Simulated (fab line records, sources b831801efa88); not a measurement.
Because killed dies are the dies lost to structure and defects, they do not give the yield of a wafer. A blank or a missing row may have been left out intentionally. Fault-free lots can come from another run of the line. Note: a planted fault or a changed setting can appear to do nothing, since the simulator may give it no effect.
fab line records / flow sky130
record lots=5 wafers=15 lastDay=49
route steps=708 shown VIA2@509
lots with no fault: from the same line, run without faults
startH: hours from the record's opening day to when the first of the lot's shown wafers began / waitH: hours elapsed since this lot's preceding step / " as in the row above / L1.1+2: a row that stands for several wafers / - no value present, or no start provided / * or withheld: withheld / < > ~ a bound
route shown NAME@n: a module of which the file shows steps, and the number in the route of the first / usual: mean and standard deviation over wafers with no fault / same: alike in all rows / chamber/n: place in a boat / sites: readings site by site / _std_site: the standard deviation of these / _edge_site: inner sites' mean taken away from outer sites' mean / radiusMm: for every site, how far away it sits from the centre of the wafer / mask NAME#n: copy n / behind: the most recent tool/chamber to have shaped the wafer / hold: the reason the lot was held/the length of the hold in hours/how it ended / device: names the non-switching transistor (n, p or np) / end of line: tests of these same wafers at the route's end / a step with no rows: only its recipe / killed: count of dies lost to structure and defects at first sort (not the wafer's yield) / map: the dies of a wafer, with x for killed, . for not killed, _ for no die there
set.NAME: the setting the step ran with; set.NAME@STEP: the setting that earlier step ran with / model.NAME: the simulator's own value behind a step, which no gauge read
lots at some steps of the route; a table a step, a row a wafer
services: a tool's chamber out of use, with start hour (startH, from the record's first day; less than 0 if before it), hours out, and reason
## steps
# step SKY_VIA2_CMP_02
# recipe material=SiO2 downForcePsi=4 platenRpm=60 padVelocityMS=0.94248
# usual motorCurrentA=12.4/1.1
lot.wafer=L194.1 tool=cmp-01 chamber=3 startH=843.53 waitH=0.1 motorCurrentA=13.9
lot.wafer=L194.4 tool=cmp-01 chamber=0 startH=843.53 waitH=0.1 motorCurrentA=13.1
lot.wafer=L194.5 tool=cmp-01 chamber=3 startH=843.53 waitH=0.1 motorCurrentA=13.7
lot.wafer=L195.4 tool=cmp-01 chamber=3 startH=854.71 waitH=0.0 motorCurrentA=13.0
lot.wafer=L195.1 tool=cmp-01 chamber=1 startH=854.71 waitH=0.0 motorCurrentA=12.9
lot.wafer=L195.6 tool=cmp-01 chamber=3 startH=854.71 waitH=0.0 motorCurrentA=13.1
lot.wafer=L199.4 tool=cmp-02 chamber=0 startH=873.92 waitH=0.2 motorCurrentA=12.2
lot.wafer=L199.5 tool=cmp-02 chamber=1 startH=873.92 waitH=0.2 motorCurrentA=11.8
lot.wafer=L199.6 tool=cmp-02 chamber=2 startH=873.92 waitH=0.2 motorCurrentA=11.2
lot.wafer=L200.3 tool=cmp-02 chamber=0 startH=880.02 waitH=0.2 motorCurrentA=13.3
lot.wafer=L200.1 tool=cmp-02 chamber=1 startH=880.02 waitH=0.2 motorCurrentA=12.4
lot.wafer=L200.5 tool=cmp-02 chamber=1 startH=880.02 waitH=0.2 motorCurrentA=12.3
lot.wafer=L212.2 tool=cmp-02 chamber=0 startH=962.03 waitH=0.1 motorCurrentA=13.7
lot.wafer=L212.1 tool=cmp-02 chamber=1 startH=962.03 waitH=0.1 motorCurrentA=12.1
lot.wafer=L212.6 tool=cmp-02 chamber=3 startH=962.03 waitH=0.1 motorCurrentA=10.0
# step SKY_VIA2_BOW_MEAS_03
# recipe mode=bow
# usual VIA2_BOW=85/7.2
lot.wafer=L194.1 tool=filmMetro-02 chamber=- startH=843.83 waitH=0.2 VIA2_BOW[um]=80
lot.wafer=L194.4 tool=filmMetro-02 chamber=- startH=843.83 waitH=0.2 VIA2_BOW[um]=85
lot.wafer=L194.5 tool=filmMetro-02 chamber=- startH=843.83 waitH=0.2 VIA2_BOW[um]=73
lot.wafer=L195.1 tool=filmMetro-02 chamber=- startH=855.01 waitH=0.1 VIA2_BOW[um]=86
lot.wafer=L195.4 tool=filmMetro-02 chamber=- startH=855.01 waitH=0.1 VIA2_BOW[um]=84
lot.wafer=L195.6 tool=filmMetro-02 chamber=- startH=855.01 waitH=0.1 VIA2_BOW[um]=85
lot.wafer=L199.4 tool=filmMetro-03 chamber=- startH=874.13 waitH=0.2 VIA2_BOW[um]=104
lot.wafer=L199.5 tool=filmMetro-03 chamber=- startH=874.13 waitH=0.2 VIA2_BOW[um]=88
lot.wafer=L199.6 tool=filmMetro-03 chamber=- startH=874.13 waitH=0.2 VIA2_BOW[um]=84
lot.wafer=L200.1 tool=filmMetro-02 chamber=- startH=880.32 waitH=0.2 VIA2_BOW[um]=89
lot.wafer=L200.3 tool=filmMetro-02 chamber=- startH=880.32 waitH=0.2 VIA2_BOW[um]=81
lot.wafer=L200.5 tool=filmMetro-02 chamber=- startH=880.32 waitH=0.2 VIA2_BOW[um]=81
lot.wafer=L212.1 tool=filmMetro-04 chamber=- startH=962.28 waitH=0.1 VIA2_BOW[um]=86
lot.wafer=L212.2 tool=filmMetro-04 chamber=- startH=962.28 waitH=0.1 VIA2_BOW[um]=93
lot.wafer=L212.6 tool=filmMetro-04 chamber=- startH=962.28 waitH=0.1 VIA2_BOW[um]=97
# step SKY_VIA2_DEHYDRATE_04
# recipe tempC=200 timeS=60
# step SKY_VIA2_HMDS_05
# recipe primeTimeS=60 primeTempC=120
# step SKY_VIA2_COAT_06
# recipe resist=BARC tempC=withheld timeS=withheld spinRpm=3000 resistThkNm=60
# step SKY_VIA2_COAT_07
# recipe resist=KrF-thick spinRpm=3000 resistThkNm=450
# step SKY_VIA2_SOFTBAKE_08
# recipe tempC=100 timeS=90 resist=KrF-thick
# step SKY_VIA2_EXPOSE_09
# recipe maskId=VIM2 na=0.8 sourceShape=annular sigmaInner=0.55 sigmaOuter=0.85 targetCdNm=200 doseMj=38
# step SKY_VIA2_PEB_10
# recipe pebTempC=withheld pebTimeS=withheld resist=KrF-thick
# step SKY_VIA2_DEVELOP_11
# recipe developTimeS=60 resist=KrF-thick devTempC=21
# step SKY_VIA2_CD_MEAS_12
# recipe targetCdNm=200
# usual cdNm=199.9/1.5
lot.wafer=L194.1 tool=cdSem-01 chamber=- startH=869.24 waitH=- cdNm=198.5
lot.wafer=L194.4 tool=cdSem-01 chamber=- startH=869.24 waitH=- cdNm=197.3
lot.wafer=L194.5 tool=cdSem-01 chamber=- startH=869.24 waitH=- cdNm=199.6
lot.wafer=L195.1 tool=cdSem-01 chamber=- startH=880.86 waitH=- cdNm=199.6
lot.wafer=L195.4 tool=cdSem-01 chamber=- startH=880.86 waitH=- cdNm=198.6
lot.wafer=L195.6 tool=cdSem-01 chamber=- startH=880.86 waitH=- cdNm=199.7
lot.wafer=L199.4 tool=cdSem-01 chamber=- startH=900.07 waitH=- cdNm=197.3
lot.wafer=L199.5 tool=cdSem-01 chamber=- startH=900.07 waitH=- cdNm=196.8
lot.wafer=L199.6 tool=cdSem-01 chamber=- startH=900.07 waitH=- cdNm=196.1
lot.wafer=L200.1 tool=cdSem-01 chamber=- startH=905.66 waitH=- cdNm=199.4
lot.wafer=L200.3 tool=cdSem-01 chamber=- startH=905.66 waitH=- cdNm=199.5
lot.wafer=L200.5 tool=cdSem-01 chamber=- startH=905.66 waitH=- cdNm=201.4
lot.wafer=L212.1 tool=cdSem-02 chamber=- startH=986.56 waitH=- cdNm=199.4
lot.wafer=L212.2 tool=cdSem-02 chamber=- startH=986.56 waitH=- cdNm=201.1
lot.wafer=L212.6 tool=cdSem-02 chamber=- startH=986.56 waitH=- cdNm=199.2
# step SKY_VIA2_OVL_MEAS_13
# usual VIA2_OVL=-1/5.2
lot.wafer=L194.1 tool=overlay-01 chamber=- startH=869.36 waitH=0.1 VIA2_OVL[nm]=10
lot.wafer=L194.4 tool=overlay-01 chamber=- startH=869.36 waitH=0.1 VIA2_OVL[nm]=7
lot.wafer=L194.5 tool=overlay-01 chamber=- startH=869.36 waitH=0.1 VIA2_OVL[nm]=10
lot.wafer=L195.1 tool=overlay-01 chamber=- startH=880.98 waitH=0.1 VIA2_OVL[nm]=0
lot.wafer=L195.4 tool=overlay-01 chamber=- startH=880.98 waitH=0.1 VIA2_OVL[nm]=-1
lot.wafer=L195.6 tool=overlay-01 chamber=- startH=880.98 waitH=0.1 VIA2_OVL[nm]=-2
lot.wafer=L199.4 tool=overlay-02 chamber=- startH=900.14 waitH=0.1 VIA2_OVL[nm]=2
lot.wafer=L199.5 tool=overlay-02 chamber=- startH=900.14 waitH=0.1 VIA2_OVL[nm]=-3
lot.wafer=L199.6 tool=overlay-02 chamber=- startH=900.14 waitH=0.1 VIA2_OVL[nm]=1
lot.wafer=L200.1 tool=overlay-01 chamber=- startH=905.78 waitH=0.1 VIA2_OVL[nm]=9
lot.wafer=L200.3 tool=overlay-01 chamber=- startH=905.78 waitH=0.1 VIA2_OVL[nm]=5
lot.wafer=L200.5 tool=overlay-01 chamber=- startH=905.78 waitH=0.1 VIA2_OVL[nm]=0
lot.wafer=L212.1 tool=overlay-02 chamber=- startH=986.68 waitH=0.1 VIA2_OVL[nm]=3
lot.wafer=L212.2 tool=overlay-02 chamber=- startH=986.68 waitH=0.1 VIA2_OVL[nm]=0
lot.wafer=L212.6 tool=overlay-02 chamber=- startH=986.68 waitH=0.1 VIA2_OVL[nm]=-1
# step SKY_VIA2_ETCH_14
# recipe chemistry=N2/H2 target=BARC ionEnergyEv=200 sourceW=500 biasW=100 pressureMtorr=30 n2FlowSccm=100 h2FlowSccm=200 stopOn=SiO2 timeS=45.9 targetDepthA=600
# usual drypumpMotorCurrentA=5.55/0.26 oesProductAu=0.855/0.0046 rfFwdPowerW=495.1/2.1 throttleValvePct=13.226/0.0091
lot.wafer=L194.1 tool=rieDiel-04 chamber=2 startH=869.40 waitH=0.0 drypumpMotorCurrentA=5.72 oesProductAu=0.853 rfFwdPowerW=496.9 rfHoursCounterH=9 throttleValvePct=13.219 model.KrF-thick_of_VIA2_COAT_07.thkNm=393.3 model.etch.depthNm=59.87 model.VIA2.cdNm=198.7
lot.wafer=L194.4 tool=rieDiel-04 chamber=0 startH=869.40 waitH=0.0 drypumpMotorCurrentA=5.34 oesProductAu=0.850 rfFwdPowerW=494.6 rfHoursCounterH=19 throttleValvePct=13.216 model.KrF-thick_of_VIA2_COAT_07.thkNm=392.6 model.etch.depthNm=59.82 model.VIA2.cdNm=198.2
lot.wafer=L194.5 tool=rieDiel-04 chamber=0 startH=869.40 waitH=0.0 drypumpMotorCurrentA=5.31 oesProductAu=0.856 rfFwdPowerW=496.7 rfHoursCounterH=- throttleValvePct=13.225 model.KrF-thick_of_VIA2_COAT_07.thkNm=393.3 model.etch.depthNm=59.72 model.VIA2.cdNm=200.1
lot.wafer=L195.1 tool=rieDiel-04 chamber=1 startH=881.01 waitH=0.0 drypumpMotorCurrentA=5.18 oesProductAu=0.850 rfFwdPowerW=492.7 rfHoursCounterH=27 throttleValvePct=13.236 model.KrF-thick_of_VIA2_COAT_07.thkNm=394.6 model.etch.depthNm=59.94 model.VIA2.cdNm=198.1
lot.wafer=L195.4 tool=rieDiel-04 chamber=0 startH=881.01 waitH=0.0 drypumpMotorCurrentA=5.30 oesProductAu=0.858 rfFwdPowerW=494.0 rfHoursCounterH=19 throttleValvePct=13.233 model.KrF-thick_of_VIA2_COAT_07.thkNm=394.9 model.etch.depthNm=60.16 model.VIA2.cdNm=200
lot.wafer=L195.6 tool=rieDiel-04 chamber=3 startH=881.01 waitH=0.0 drypumpMotorCurrentA=5.45 oesProductAu=0.857 rfFwdPowerW=493.6 rfHoursCounterH=- throttleValvePct=13.217 model.KrF-thick_of_VIA2_COAT_07.thkNm=394.4 model.etch.depthNm=59.75 model.VIA2.cdNm=199.3
lot.wafer=L199.4 tool=rieDiel-01 chamber=3 startH=900.16 waitH=0.0 drypumpMotorCurrentA=5.41 oesProductAu=0.854 rfFwdPowerW=493.2 rfHoursCounterH=5 throttleValvePct=13.227 model.KrF-thick_of_VIA2_COAT_07.thkNm=394.6 model.etch.depthNm=59.98 model.VIA2.cdNm=198.5
lot.wafer=L199.5 tool=rieDiel-01 chamber=2 startH=900.16 waitH=0.0 drypumpMotorCurrentA=6.25 oesProductAu=0.856 rfFwdPowerW=494.2 rfHoursCounterH=- throttleValvePct=13.235 model.KrF-thick_of_VIA2_COAT_07.thkNm=394 model.etch.depthNm=60 model.VIA2.cdNm=198.4
lot.wafer=L199.6 tool=rieDiel-01 chamber=1 startH=900.16 waitH=0.0 drypumpMotorCurrentA=5.54 oesProductAu=0.862 rfFwdPowerW=498.4 rfHoursCounterH=- throttleValvePct=13.231 model.KrF-thick_of_VIA2_COAT_07.thkNm=394.5 model.etch.depthNm=59.95 model.VIA2.cdNm=196.7
lot.wafer=L200.1 tool=rieDiel-04 chamber=2 startH=905.82 waitH=0.0 drypumpMotorCurrentA=5.77 oesProductAu=0.787 rfFwdPowerW=494.0 rfHoursCounterH=10 throttleValvePct=13.208 model.KrF-thick_of_VIA2_COAT_07.thkNm=408.4 model.etch.depthNm=51.87 model.VIA2.cdNm=197
lot.wafer=L200.3 tool=rieDiel-04 chamber=3 startH=905.82 waitH=0.0 drypumpMotorCurrentA=5.42 oesProductAu=0.869 rfFwdPowerW=493.2 rfHoursCounterH=16 throttleValvePct=13.227 model.KrF-thick_of_VIA2_COAT_07.thkNm=393.4 model.etch.depthNm=60.56 model.VIA2.cdNm=199.5
lot.wafer=L200.5 tool=rieDiel-04 chamber=0 startH=905.82 waitH=0.0 drypumpMotorCurrentA=5.30 oesProductAu=0.794 rfFwdPowerW=496.3 rfHoursCounterH=- throttleValvePct=13.223 model.KrF-thick_of_VIA2_COAT_07.thkNm=407.9 model.etch.depthNm=52.33 model.VIA2.cdNm=200.2
lot.wafer=L212.1 tool=rieDiel-04 chamber=2 startH=986.72 waitH=0.0 drypumpMotorCurrentA=5.80 oesProductAu=0.858 rfFwdPowerW=498.8 rfHoursCounterH=12 throttleValvePct=13.218 model.KrF-thick_of_VIA2_COAT_07.thkNm=393.9 model.etch.depthNm=60.14 model.VIA2.cdNm=199.5
lot.wafer=L212.2 tool=rieDiel-04 chamber=0 startH=986.72 waitH=0.0 drypumpMotorCurrentA=5.30 oesProductAu=0.856 rfFwdPowerW=494.2 rfHoursCounterH=23 throttleValvePct=13.215 model.KrF-thick_of_VIA2_COAT_07.thkNm=393.3 model.etch.depthNm=60.33 model.VIA2.cdNm=201.9
lot.wafer=L212.6 tool=rieDiel-04 chamber=1 startH=986.72 waitH=0.0 drypumpMotorCurrentA=5.18 oesProductAu=0.859 rfFwdPowerW=492.2 rfHoursCounterH=- throttleValvePct=13.235 model.KrF-thick_of_VIA2_COAT_07.thkNm=391.9 model.etch.depthNm=60.12 model.VIA2.cdNm=196.9
# step SKY_VIA2_ETCH_15
# recipe target=SiO2 chemistry=C4F8/O2/Ar targetDepthNm=546 stopOn=TiN maskMaterial=KrF-thick sourceW=1500 biasW=1200 pressureMtorr=40 c4f8FlowSccm=withheld O2_flow_sccm=6 Ar_flow_sccm=300 timeS=84
# usual oesProductAu=0.941/0.0046 rfFwdPowerW=1491/5.3
lot.wafer=L194.1 tool=rieDiel-04 chamber=2 startH=869.44 waitH=0.0 oesProductAu=0.940 rfFwdPowerW=1490 rfHoursCounterH=9 model.KrF-thick_of_VIA2_COAT_07.thkNm=286.2
lot.wafer=L194.4 tool=rieDiel-04 chamber=0 startH=869.44 waitH=0.0 oesProductAu=0.946 rfFwdPowerW=1494 rfHoursCounterH=19 model.KrF-thick_of_VIA2_COAT_07.thkNm=284.1
lot.wafer=L194.5 tool=rieDiel-04 chamber=0 startH=869.44 waitH=0.0 oesProductAu=0.935 rfFwdPowerW=1499 rfHoursCounterH=- model.KrF-thick_of_VIA2_COAT_07.thkNm=284.8
lot.wafer=L195.1 tool=rieDiel-04 chamber=1 startH=881.05 waitH=0.0 oesProductAu=0.944 rfFwdPowerW=1479 rfHoursCounterH=27 model.KrF-thick_of_VIA2_COAT_07.thkNm=285.6
lot.wafer=L195.4 tool=rieDiel-04 chamber=0 startH=881.05 waitH=0.0 oesProductAu=0.933 rfFwdPowerW=1491 rfHoursCounterH=19 model.KrF-thick_of_VIA2_COAT_07.thkNm=287.1
lot.wafer=L195.6 tool=rieDiel-04 chamber=3 startH=881.05 waitH=0.0 oesProductAu=0.943 rfFwdPowerW=1493 rfHoursCounterH=- model.KrF-thick_of_VIA2_COAT_07.thkNm=284.1
lot.wafer=L199.4 tool=rieDiel-01 chamber=3 startH=900.20 waitH=0.0 oesProductAu=0.942 rfFwdPowerW=1494 rfHoursCounterH=5 model.KrF-thick_of_VIA2_COAT_07.thkNm=285.4
lot.wafer=L199.5 tool=rieDiel-01 chamber=2 startH=900.20 waitH=0.0 oesProductAu=0.942 rfFwdPowerW=1490 rfHoursCounterH=- model.KrF-thick_of_VIA2_COAT_07.thkNm=283.4
lot.wafer=L199.6 tool=rieDiel-01 chamber=1 startH=900.20 waitH=0.0 oesProductAu=0.944 rfFwdPowerW=1494 rfHoursCounterH=- model.KrF-thick_of_VIA2_COAT_07.thkNm=284
lot.wafer=L200.1 tool=rieDiel-04 chamber=2 startH=905.86 waitH=0.0 oesProductAu=0.602 rfFwdPowerW=1495 rfHoursCounterH=10 model.KrF-thick_of_VIA2_COAT_07.thkNm=302.1
lot.wafer=L200.3 tool=rieDiel-04 chamber=3 startH=905.86 waitH=0.0 oesProductAu=0.942 rfFwdPowerW=1500 rfHoursCounterH=16 model.KrF-thick_of_VIA2_COAT_07.thkNm=282.2
lot.wafer=L200.5 tool=rieDiel-04 chamber=0 startH=905.86 waitH=0.0 oesProductAu=0.662 rfFwdPowerW=1500 rfHoursCounterH=- model.KrF-thick_of_VIA2_COAT_07.thkNm=301
lot.wafer=L212.1 tool=rieDiel-04 chamber=2 startH=986.76 waitH=0.0 oesProductAu=0.944 rfFwdPowerW=1489 rfHoursCounterH=12 model.KrF-thick_of_VIA2_COAT_07.thkNm=287.4
lot.wafer=L212.2 tool=rieDiel-04 chamber=0 startH=986.76 waitH=0.0 oesProductAu=0.936 rfFwdPowerW=1490 rfHoursCounterH=23 model.KrF-thick_of_VIA2_COAT_07.thkNm=287.6
lot.wafer=L212.6 tool=rieDiel-04 chamber=1 startH=986.76 waitH=0.0 oesProductAu=0.946 rfFwdPowerW=1478 rfHoursCounterH=- model.KrF-thick_of_VIA2_COAT_07.thkNm=283
# step SKY_VIA2_STRIP_16
# recipe chemistry=O2/N2 powerW=1400 pressureMtorr=1500 platenTempC=withheld o2FlowSccm=3000 n2FlowSccm=300 overashFraction=0.5
# usual drypumpMotorCurrentA=5.9/0.38 oesProductAu=0.399/0.0047 stripTimeToEndpointS=4.06/0.031
lot.wafer=L194.1 tool=plasmaAsher-02 chamber=0 startH=869.50 waitH=0.0 drypumpMotorCurrentA=5.7 oesProductAu=0.402 rfHoursCounterH=45 stripTimeToEndpointS=4.08
lot.wafer=L194.4 tool=plasmaAsher-02 chamber=1 startH=869.50 waitH=0.0 drypumpMotorCurrentA=6.1 oesProductAu=0.397 rfHoursCounterH=- stripTimeToEndpointS=4.05
lot.wafer=L194.5 tool=plasmaAsher-02 chamber=0 startH=869.50 waitH=0.0 drypumpMotorCurrentA=5.7 oesProductAu=0.399 rfHoursCounterH=- stripTimeToEndpointS=4.05
lot.wafer=L195.1 tool=plasmaAsher-02 chamber=0 startH=881.12 waitH=0.0 drypumpMotorCurrentA=5.7 oesProductAu=0.394 rfHoursCounterH=47 stripTimeToEndpointS=4.07
lot.wafer=L195.4 tool=plasmaAsher-02 chamber=1 startH=881.12 waitH=0.0 drypumpMotorCurrentA=6.1 oesProductAu=0.401 rfHoursCounterH=- stripTimeToEndpointS=4.08
lot.wafer=L195.6 tool=plasmaAsher-02 chamber=0 startH=881.12 waitH=0.0 drypumpMotorCurrentA=5.7 oesProductAu=0.391 rfHoursCounterH=- stripTimeToEndpointS=4.05
lot.wafer=L199.4 tool=plasmaAsher-02 chamber=0 startH=900.30 waitH=0.1 drypumpMotorCurrentA=5.7 oesProductAu=0.399 rfHoursCounterH=- stripTimeToEndpointS=4.07
lot.wafer=L199.5 tool=plasmaAsher-02 chamber=0 startH=900.30 waitH=0.1 drypumpMotorCurrentA=5.7 oesProductAu=0.408 rfHoursCounterH=- stripTimeToEndpointS=4.03
lot.wafer=L199.6 tool=plasmaAsher-02 chamber=1 startH=900.30 waitH=0.1 drypumpMotorCurrentA=6.1 oesProductAu=0.389 rfHoursCounterH=- stripTimeToEndpointS=4.07
lot.wafer=L200.1 tool=plasmaAsher-02 chamber=1 startH=905.92 waitH=0.0 drypumpMotorCurrentA=6.1 oesProductAu=0.403 rfHoursCounterH=50 stripTimeToEndpointS=4.24
lot.wafer=L200.3 tool=plasmaAsher-02 chamber=0 startH=905.92 waitH=0.0 drypumpMotorCurrentA=5.7 oesProductAu=0.399 rfHoursCounterH=- stripTimeToEndpointS=4.04
lot.wafer=L200.5 tool=plasmaAsher-02 chamber=1 startH=905.92 waitH=0.0 drypumpMotorCurrentA=6.1 oesProductAu=0.403 rfHoursCounterH=- stripTimeToEndpointS=4.24
lot.wafer=L212.1 tool=plasmaAsher-01 chamber=0 startH=986.82 waitH=0.0 drypumpMotorCurrentA=5.2 oesProductAu=0.399 rfHoursCounterH=89 stripTimeToEndpointS=4.08
lot.wafer=L212.2 tool=plasmaAsher-01 chamber=1 startH=986.82 waitH=0.0 drypumpMotorCurrentA=5.7 oesProductAu=0.395 rfHoursCounterH=89 stripTimeToEndpointS=4.10
lot.wafer=L212.6 tool=plasmaAsher-01 chamber=0 startH=986.82 waitH=0.0 drypumpMotorCurrentA=5.2 oesProductAu=0.401 rfHoursCounterH=- stripTimeToEndpointS=4.04
# step SKY_VIA2_STRIP_17
# recipe chemistry=postEtchResidueRemover timeS=1200 tempC=72.5
## services
tool=cmp-01 chamber=- startH=820.68 hours=5.3 kind=pm
tool=rieDiel-01 chamber=2 startH=862.75 hours=21.8 kind=repair
tool=plasmaAsher-01 chamber=- startH=863.89 hours=4.3 kind=repair
tool=rieDiel-01 chamber=3 startH=881.58 hours=6.9 kind=repair
tool=plasmaAsher-01 chamber=- startH=893.67 hours=1.4 kind=repair
tool=rieDiel-04 chamber=1 startH=909.49 hours=- kind=clean
tool=rieDiel-04 chamber=1 startH=909.49 hours=12.5 kind=scheduledDown
tool=rieDiel-04 chamber=1 startH=909.49 hours=12.5 kind=ventCycle
tool=cmp-01 chamber=- startH=912.24 hours=4.0 kind=pm
tool=cmp-01 chamber=- startH=916.24 hours=- kind=consumableReplace:conditioner
tool=cmp-01 chamber=- startH=916.24 hours=- kind=consumableReplace:pad
tool=rieDiel-04 chamber=- startH=928.19 hours=14.6 kind=pm
tool=rieDiel-01 chamber=- startH=932.83 hours=2.8 kind=pm
tool=cmp-02 chamber=- startH=957.90 hours=1.1 kind=repair
tool=rieDiel-04 chamber=2 startH=964.68 hours=4.3 kind=repair
tool=plasmaAsher-01 chamber=- startH=984.94 hours=1.7 kind=repair
## key
firstSign step=SKY_VIA2_ETCH_14 reading=oesProductAu direction=down sigmas=14 usual=0.855 struck=0.790
effect step=SKY_VIA2_ETCH_15 reading=oesProductAu direction=down sigmas=67 usual=0.941 struck=0.632
effect step=SKY_VIA2_STRIP_16 reading=stripTimeToEndpointS direction=up sigmas=5.6 usual=* struck=*
modelEffect step=SKY_VIA2_ETCH_14 value=KrF-thick_of_VIA2_COAT_07.thkNm without=394.6 struck=408.1
modelEffect step=SKY_VIA2_ETCH_15 value=KrF-thick_of_VIA2_COAT_07.thkNm without=288 struck=301.6
metAt SKY_VIA2_ETCH_14
struckWafers L200.1,L200.5
laterRowsLeftOut L200.5
sortLeftOut L200.1,L200.5
onsetBetween 881.01 905.82
fault kind=processParameterDrift tool=rieDiel-04 chamber=- onsetH=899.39 steps=SKY_VIA2_ETCH_14 channel=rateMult offset=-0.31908 shape=step endH=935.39 scope=struckWafersOnly
# sortLeftOut: the simulated sort isn't trusted on such a fault, so these wafers' sort isn't shown, and their yield isn't known
# laterRowsLeftOut: the simulator's readings of these wafers behind a module that went badly wrong aren't trusted and aren't shown, but for the sort
